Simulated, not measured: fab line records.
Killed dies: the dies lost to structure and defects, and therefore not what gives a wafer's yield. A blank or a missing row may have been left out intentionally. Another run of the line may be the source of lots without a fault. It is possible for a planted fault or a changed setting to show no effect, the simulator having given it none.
What tool caused it? / flow sky130 / 14 lots with 42 wafers sampled at 2 steps, on a route of 708 steps

== WHAT THE GAUGES READ, wafer by wafer ==
SKY_SONOS_TUNNEL_CD_MEAS_07: target cd 410 nm.
lot=L987; measured=day 11 00:07; on=cdSem-02; cdNm (nm)=413.8 412.2 412.7
lot=L988; measured=day 11 06:42; on=cdSem-02; cdNm (nm)=411.0 409.3 411.5
lot=L989; measured=day 11 12:10; on=cdSem-01; cdNm (nm)=407.0 406.1 407.7
lot=L991; measured=day 12 06:20; on=cdSem-02; cdNm (nm)=409.4 407.9 409.3
lot=L992; measured=day 12 15:17; on=cdSem-01; cdNm (nm)=409.5 409.6 411.2
lot=L993; measured=day 12 20:24; on=cdSem-01; cdNm (nm)=409.1 411.8 412.5
lot=L997; measured=day 14 06:38; on=cdSem-02; cdNm (nm)=413.0 415.3 414.1
lot=L999; measured=day 14 17:05; on=cdSem-01; cdNm (nm)=300.2 303.8 299.8
lot=L100; measured=day 14 21:46; on=cdSem-02; cdNm (nm)=301.2 301.2 299.6
lot=L104; measured=day 16 10:32; on=cdSem-02; cdNm (nm)=406.0 404.7 406.2
lot=L106; measured=day 16 22:55; on=cdSem-01; cdNm (nm)=407.4 406.7 409.0
lot=L107; measured=day 17 11:51; on=cdSem-01; cdNm (nm)=408.2 407.9 408.4
lot=L108; measured=day 17 18:41; on=cdSem-02; cdNm (nm)=413.0 410.2 414.5
lot=L110; measured=day 18 07:33; on=cdSem-01; cdNm (nm)=408.2 408.3 407.7

== WHICH TOOL RAN EACH LOT (tool, then ch and the chambers of the sampled wafers, then the start) ==
lot=L987; SKY_SONOS_TUNNEL_EXPOSE_04=ilineStepper-01 ch 0, day 10 13:04
lot=L988; SKY_SONOS_TUNNEL_EXPOSE_04=ilineStepper-01 ch 0, day 10 19:01
lot=L989; SKY_SONOS_TUNNEL_EXPOSE_04=ilineStepper-02 ch 0, day 11 01:30
lot=L991; SKY_SONOS_TUNNEL_EXPOSE_04=ilineStepper-02 ch 0, day 11 19:01
lot=L992; SKY_SONOS_TUNNEL_EXPOSE_04=ilineStepper-01 ch 0, day 12 04:01
lot=L993; SKY_SONOS_TUNNEL_EXPOSE_04=ilineStepper-02 ch 0, day 12 08:21
lot=L997; SKY_SONOS_TUNNEL_EXPOSE_04=ilineStepper-01 ch 0, day 13 18:16
lot=L999; SKY_SONOS_TUNNEL_EXPOSE_04=ilineStepper-01 ch 0, day 14 04:46
lot=L100; SKY_SONOS_TUNNEL_EXPOSE_04=ilineStepper-01 ch 0, day 14 09:11
lot=L104; SKY_SONOS_TUNNEL_EXPOSE_04=ilineStepper-02 ch 0, day 15 20:49
lot=L106; SKY_SONOS_TUNNEL_EXPOSE_04=ilineStepper-02 ch 0, day 16 08:32
lot=L107; SKY_SONOS_TUNNEL_EXPOSE_04=ilineStepper-02 ch 0, day 16 22:37
lot=L108; SKY_SONOS_TUNNEL_EXPOSE_04=ilineStepper-02 ch 0, day 17 04:08
lot=L110; SKY_SONOS_TUNNEL_EXPOSE_04=ilineStepper-02 ch 0, day 17 16:15
- SKY_SONOS_TUNNEL_EXPOSE_04: exposes mask TUNM, target cd 410 nm.

== AS READ BY THE TOOLS THEMSELVES (means over the sampled wafers that have a number; for cases with no such wafer, the mark the record gives instead) ==
SKY_SONOS_TUNNEL_EXPOSE_04.
lot=L987; tool=ilineStepper-01; exposureDoseMJCm2=135.95; stageVelMmS (mm/s)=500.23
lot=L988; tool=ilineStepper-01; exposureDoseMJCm2=136.05; stageVelMmS (mm/s)=500.15
lot=L989; tool=ilineStepper-02; exposureDoseMJCm2=136.11; stageVelMmS (mm/s)=500.04
lot=L991; tool=ilineStepper-02; exposureDoseMJCm2=135.89; stageVelMmS (mm/s)=500.09
lot=L992; tool=ilineStepper-01; exposureDoseMJCm2=135.99; stageVelMmS (mm/s)=500.14
lot=L993; tool=ilineStepper-02; exposureDoseMJCm2=136.11; stageVelMmS (mm/s)=499.84
lot=L997; tool=ilineStepper-01; exposureDoseMJCm2=136.00; stageVelMmS (mm/s)=500.21
lot=L999; tool=ilineStepper-01; exposureDoseMJCm2=92.92; stageVelMmS (mm/s)=499.86
lot=L100; tool=ilineStepper-01; exposureDoseMJCm2=92.81; stageVelMmS (mm/s)=500.11
lot=L104; tool=ilineStepper-02; exposureDoseMJCm2=135.94; stageVelMmS (mm/s)=499.93
lot=L106; tool=ilineStepper-02; exposureDoseMJCm2=135.97; stageVelMmS (mm/s)=499.88
lot=L107; tool=ilineStepper-02; exposureDoseMJCm2=136.14; stageVelMmS (mm/s)=500.02
lot=L108; tool=ilineStepper-02; exposureDoseMJCm2=136.14; stageVelMmS (mm/s)=499.62
lot=L110; tool=ilineStepper-02; exposureDoseMJCm2=136.01; stageVelMmS (mm/s)=499.91

== THE ANSWER, worked out from the rows above alone ==
Rule: usual is defined by the lots themselves. The widest of any qualifying gaps counts: lots, ordered by their means at a reading, are off when they make up no more than a third of the lots, leave a main group of 4 or more, and stand apart from it by 3 or more times the standard deviation of that group's means. The tables above print the reading to a certain number of digits; a main group whose means all agree to those digits is not used. Also off: a lot with no number at a reading for which 4 or more lots have one. Where the step has rows for the other lots, those lots are counted as sound. First the gauges in route order, then the tools' own readings, where a lot's mean is used as printed above. The first step at which some lot is off is used, and at that step the reading that is off furthest; a lot without a number counts as furthest.
Off at SKY_SONOS_TUNNEL_CD_MEAS_07 (cdNm): L999, L100. Main group: mean 409.7 nm, sd 2.5.
A tool fits if, at a process step before that reading, it ran every lot that is off, and no sound lot after the first of them. The gauges at SKY_SONOS_TUNNEL_CD_MEAS_07 aren't tried: what is off there is off at SKY_SONOS_TUNNEL_EXPOSE_04 too, on other tools, and a gauge's error can't cause that. One fits: ilineStepper-01 at SKY_SONOS_TUNNEL_EXPOSE_04. Its last sound lot is L997 (day 13 18:16), its first lot that is off L999 (day 14 04:46): a fault that began between those two fits.
On the lots that are off, the tool's own readings at SKY_SONOS_TUNNEL_EXPOSE_04 differ by more than 5 times the standard deviation of the sound lots' means, which bears it out; exposureDoseMJCm2 reads 92.87 there versus 136.03 on the sound lots.

== WHAT THE SIMULATOR PUT IN ==
Drift in process parameters on ilineStepper-01 at SKY_SONOS_TUNNEL_EXPOSE_04, starting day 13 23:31. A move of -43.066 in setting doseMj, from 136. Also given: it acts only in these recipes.
Shown lots that were struck: L999, L100. This agrees with what the rule above found.
